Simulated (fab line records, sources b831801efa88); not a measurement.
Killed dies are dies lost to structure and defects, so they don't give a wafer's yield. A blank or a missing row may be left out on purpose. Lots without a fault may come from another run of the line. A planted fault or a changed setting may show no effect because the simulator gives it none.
fab line records | flow gf180mcu
record lots=14 wafers=42 last_day=34
route steps=602 shown M4@456 V4@479
lots that met no fault: from a run of the same line without faults
start_h: hours from the record's first day to the start of the lot's first wafer shown | wait_h: hours since the lot's step before | " the same as in the row above | L1.1+2: a row that stands for several wafers | - no value, or no start given | * or withheld: withheld | < > ~ a bound
route shown NAME@n: a module of which the file shows steps, and the number in the route of the first | usual: mean/standard deviation of fault-free wafers | same: alike in all rows | chamber/n: place in a boat | sites: the reading at each site | _std_site: their standard deviation | _edge_site: outer sites' mean less inner sites' | radius_mm: how far each site lies from the wafer's centre | mask NAME#n: copy n | behind: the tool/chamber that last shaped the wafer | hold: why the lot was held/for how many hours/how that ended | device: the transistor (n, p or np) that didn't switch | end of line: the same wafers' tests at the end of the route | a step without rows: its recipe alone | killed: dies lost to structure and defects at the first sort, not the wafer's yield | map: a wafer's dies, x killed, . not, _ none there
set.NAME: the setting as run; set.NAME@STEP: as run at that earlier step | model.NAME: the simulator's own value behind a step, which no gauge read
steps of the route over a sample of lots; a table a step, a row a wafer
services: from which hour (start_h, from the record's first day; less than 0 if before it) a tool's chamber was out of use, for how many hours, and why
## steps
# step GF_M4_SPUTTER_00
# recipe material=Ti target_thk_nm=37.5 arriving_ion_energy_ev=80 substrate_temp_c=200 chamber_pressure_pa=2 power_w=4000 time_s=150
# usual throttle_valve_pct=29.8/0.98
# columns lot.wafer tool chamber start_h wait_h throttle_valve_pct
L155.3 pvd_sputter-03 - 538.49 0.1 30.6
L155.4 " - " " 29.9
L155.5 " - " " 30.9
L156.1 pvd_sputter-01 - 548.32 0.1 28.7
L156.4 " - " " 28.8
L156.5 " - " " 28.8
L159.1 pvd_sputter-01 - 570.04 0.2 29.2
L159.2 " - " " 28.9
L159.6 " - " " 29.1
L161.4 pvd_sputter-02 - 581.24 0.1 29.7
L161.5 " - " " 31.5
L161.6 " - " " 29.4
L164.2 pvd_sputter-03 - 605.22 0.1 29.0
L164.3 " - " " 29.7
L164.5 " - " " 29.1
L165.1 pvd_sputter-02 - 616.16 0.2 29.6
L165.5 " - " " 31.4
L165.6 " - " " 29.6
L166.1 pvd_sputter-02 - 620.81 0.1 29.3
L166.3 " - " " 31.4
L166.5 " - " " 31.5
L170.1 pvd_sputter-02 - 649.16 0.1 29.8
L170.4 " - " " 31.3
L170.6 " - " " 31.5
L171.2 pvd_sputter-02 - 654.15 0.1 29.7
L171.3 " - " " 31.6
L171.4 " - " " 29.4
L172.2 pvd_sputter-01 - 662.46 0.1 28.8
L172.3 " - " " 30.9
L172.4 " - " " 28.9
L173.2 pvd_sputter-03 - 667.72 0.1 31.1
L173.3 " - " " 30.9
L173.6 " - " " 30.6
L174.1 pvd_sputter-01 - 677.77 0.1 28.7
L174.5 " - " " 28.4
L174.6 " - " " 28.9
L175.1 pvd_sputter-03 - 685.34 0.1 30.8
L175.4 " - " " 30.7
L175.5 " - " " 29.8
L176.1 pvd_sputter-01 - 687.01 0.1 29.2
L176.5 " - " " 29.1
L176.6 " - " " 28.8
# step GF_M4_DEVELOP_13
# recipe develop_time_s=60 dev_temp_c=21
# usual chill_plate_temp_C=22.97/0.099 develop_time_s=60/0 developer_temp_C=21.01/0.12
# columns lot.wafer tool chamber start_h wait_h chill_plate_temp_C develop_time_s developer_temp_C
L155.3 litho_track-01 0 560.68 0.1 22.97 60 20.99
L155.4 " 0 " " 23.20 60 20.88
L155.5 " 0 " " 23.03 60 21.15
L156.1 litho_track-02 0 569.93 0.2 22.90 60 21.16
L156.4 " 0 " " 23.04 60 20.99
L156.5 " 0 " " 22.90 60 21.01
L159.1 litho_track-04 0 591.55 0.2 23.00 60 20.90
L159.2 " 0 " " 22.96 60 20.80
L159.6 " 0 " " 22.91 60 20.93
L161.4 litho_track-04 0 602.22 0.1 22.97 60 21.09
L161.5 " 0 " " 23.01 60 21.00
L161.6 " 0 " " 22.99 60 20.95
L164.2 litho_track-02 - 626.96 0.2 - - -
L164.3 " - " " - - -
L164.5 " - " " - - -
L165.1 litho_track-01 - 636.88 0.2 - - -
L165.5 " - " " - - -
L165.6 " - " " - - -
L166.1 litho_track-02 0 641.13 0.2 22.91 60 21.16
L166.3 " 0 " " 22.91 60 21.07
L166.5 " 0 " " 23.06 60 21.11
L170.1 litho_track-01 0 668.08 0.2 22.95 60 20.93
L170.4 " 0 " " 23.06 60 21.00
L170.6 " 0 " " 23.05 60 20.84
L171.2 litho_track-01 0 673.06 0.2 22.93 60 21.00
L171.3 " 0 " " 22.86 60 21.08
L171.4 " 0 " " 22.88 60 21.06
L172.2 litho_track-01 0 681.31 0.2 23.04 60 21.04
L172.3 " 0 " " 23.11 60 21.15
L172.4 " 0 " " 23.04 60 20.84
L173.2 litho_track-04 0 686.27 0.2 22.96 60 20.82
L173.3 " 0 " " 22.76 60 20.85
L173.6 " 0 " " 22.96 60 20.99
L174.1 litho_track-02 0 696.13 0.2 22.89 60 21.03
L174.5 " 0 " " 22.99 60 21.00
L174.6 " 0 " " 23.11 60 20.97
L175.1 litho_track-02 0 704.18 0.2 22.90 60 21.14
L175.4 " 0 " " 22.95 60 21.25
L175.5 " 0 " " 22.80 60 21.11
L176.1 litho_track-01 0 705.18 0.2 23.04 60 21.22
L176.5 " 0 " " 23.05 60 21.17
L176.6 " 0 " " 23.16 60 21.10
# step GF_M4_METAL_ETCH_16
# recipe chemistry=Cl2/BCl3 mask_material=KrF target_depth_nm=750.8 stop_on=SiO2 pressure_mtorr=8 icp_w=800 bias_w=140 Cl2_flow_sccm=80 bcl3_flow_sccm=40 time_s=125.1
# usual drypump_motor_current_A=5.7/0.49 oes_product_au=0.992/0.0065 throttle_valve_pct=28.228/0.011
# columns lot.wafer tool chamber start_h wait_h drypump_motor_current_A oes_product_au rf_hours_counter_h throttle_valve_pct
L155.3 rie_metal-03 1 560.98 0.1 5.0 0.988 - 28.227
L155.4 " 0 " " 5.5 0.983 - 28.201
L155.5 " 0 " " 5.5 0.992 - 28.209
L156.1 rie_metal-04 0 570.24 0.0 6.2 0.981 10 28.231
L156.4 " 1 " " 5.8 0.993 - 28.227
L156.5 " 0 " " 6.2 0.979 - 28.240
L159.1 rie_metal-04 0 591.85 0.0 6.2 0.989 10 28.238
L159.2 " 1 " " 5.8 0.979 3 28.238
L159.6 " 1 " " 5.7 0.985 - 28.231
L161.4 rie_metal-03 1 602.50 0.1 5.0 0.998 - 28.236
L161.5 " 1 " " 5.0 0.999 - 28.234
L161.6 " 0 " " 5.5 0.998 - 28.227
L164.2 rie_metal-01 1 627.24 0.0 5.9 0.996 7 28.235
L164.3 " 0 " " 6.6 0.988 - 28.209
L164.5 " 0 " " 6.6 0.995 - 28.218
L165.1 rie_metal-04 1 637.19 0.0 5.8 0.980 4 28.237
L165.5 " 1 " " 5.8 0.987 - 28.237
L165.6 " 0 " " 6.2 0.990 - 28.226
L166.1 rie_metal-01 0 641.44 0.0 6.7 0.997 7 28.237
L166.3 " 0 " " 6.6 0.997 - 28.211
L166.5 " 0 " " 6.6 0.999 - 28.233
L170.1 rie_metal-04 0 668.39 0.0 6.2 0.998 13 28.221
L170.4 " 0 " " 6.2 0.988 - 28.225
L170.6 " 0 " " 6.2 0.997 - 28.225
L171.2 rie_metal-03 0 673.34 0.0 5.5 0.996 1 28.231
L171.3 " 0 " " 5.5 0.998 - 28.231
L171.4 " 1 " " 5.0 1.000 - 28.215
L172.2 rie_metal-01 0 681.59 0.0 6.6 0.988 8 28.242
L172.3 " 0 " " 6.6 0.981 - 28.226
L172.4 " 1 " " 6.0 0.999 - 28.226
L173.2 rie_metal-03 1 686.55 0.0 5.0 0.996 3 28.230
L173.3 " 0 " " 5.5 0.994 - 28.213
L173.6 " 0 " " 5.5 0.990 - 28.231
L174.1 rie_metal-04 1 696.44 0.0 5.8 0.980 7 28.244
L174.5 " 0 " " 6.2 0.981 - 28.229
L174.6 " 1 " " 5.8 0.992 - 28.240
L175.1 rie_metal-03 1 704.49 0.0 5.0 0.994 3 28.237
L175.4 " 0 " " 5.5 0.997 - 28.230
L175.5 " 0 " " 5.5 0.991 - 28.241
L176.1 rie_metal-03 1 705.49 0.0 5.0 0.999 3 28.236
L176.5 " 1 " " 5.0 0.983 - 28.239
L176.6 " 0 " " 5.4 0.997 - 28.228
# step GF_V4_THK_MEAS_03
# recipe reads=SiO2_of_V4_CVD_02
# usual V4_CVD_02_THK=851/10
# columns lot.wafer tool chamber start_h wait_h V4_CVD_02_THK[nm]
L155.3 film_metro-02 - 561.87 0.1 849
L155.4 " - " " 862
L155.5 " - " " 849
L156.1 film_metro-01 - 571.17 0.0 845
L156.4 " - " " 858
L156.5 " - " " 855
L159.1 film_metro-01 - 592.72 0.0 863
L159.2 " - " " 841
L159.6 " - " " 871
L161.4 film_metro-02 - 603.35 0.0 855
L161.5 " - " " 845
L161.6 " - " " 843
L166.1 film_metro-02 - 642.34 0.0 846
L166.3 " - " " 853
L166.5 " - " " 841
L170.1 film_metro-02 - 669.29 0.1 857
L170.4 " - " " 876
L170.6 " - " " 864
L171.2 film_metro-03 - 674.21 0.0 834
L171.3 " - " " 837
L171.4 " - " " 856
L172.2 film_metro-03 - 682.55 0.0 845
L172.3 " - " " 852
L172.4 " - " " 869
L173.2 film_metro-02 - 687.46 0.0 854
L173.3 " - " " 839
L173.6 " - " " 853
L174.1 film_metro-01 - 697.59 0.0 844
L174.5 " - " " 848
L174.6 " - " " 854
L175.1 film_metro-03 - 705.35 0.0 860
L175.4 " - " " 859
L175.5 " - " " 843
L176.1 film_metro-01 - 706.35 0.0 863
L176.5 " - " " 856
L176.6 " - " " 862
## services
# columns tool chamber start_h hours kind
pvd_sputter-02 - 562.09 8.7 repair
pvd_sputter-02 - 573.82 4.9 repair
litho_track-01 - 593.06 - consumable_replace:filter
rie_metal-03 1 608.32 - clean
rie_metal-03 1 608.32 19.3 scheduled_down
rie_metal-03 1 608.32 19.3 vent_cycle
pvd_sputter-02 - 634.06 3.1 repair
rie_metal-03 0 637.71 - clean
rie_metal-03 0 637.71 12.8 scheduled_down
rie_metal-03 0 637.71 12.8 vent_cycle
pvd_sputter-03 - 645.80 3.4 repair
pvd_sputter-02 - 657.05 11.6 repair
pvd_sputter-02 - 662.86 3.9 repair
pvd_sputter-02 - 676.05 4.9 repair
## key
first_sign step=GF_M4_DEVELOP_13 reading=tool_record direction=missing
effect none on later readings
met_at GF_M4_DEVELOP_13
struck_lots L164,L165
later_rows_left_out L164.2,L164.3,L164.5,L165.1,L165.5,L165.6
sort_left_out L164.2,L164.3,L164.5,L165.1,L165.5,L165.6
not_acting_at GF_M4_SPUTTER_00,GF_M4_METAL_ETCH_16,GF_V4_THK_MEAS_03
onset_between 569.93 626.96
fault kind=skipped_step_whole tool=litho_track-01,litho_track-02 chamber=- onset_h=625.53 steps=GF_M4_DEVELOP_13 scope=struck_lots_only
# sort_left_out: the simulated sort isn't trusted on such a fault, so these wafers' sort isn't shown, and their yield isn't known
# later_rows_left_out: the simulator's readings of these wafers behind a module that went badly wrong aren't trusted and aren't shown, but for the sort
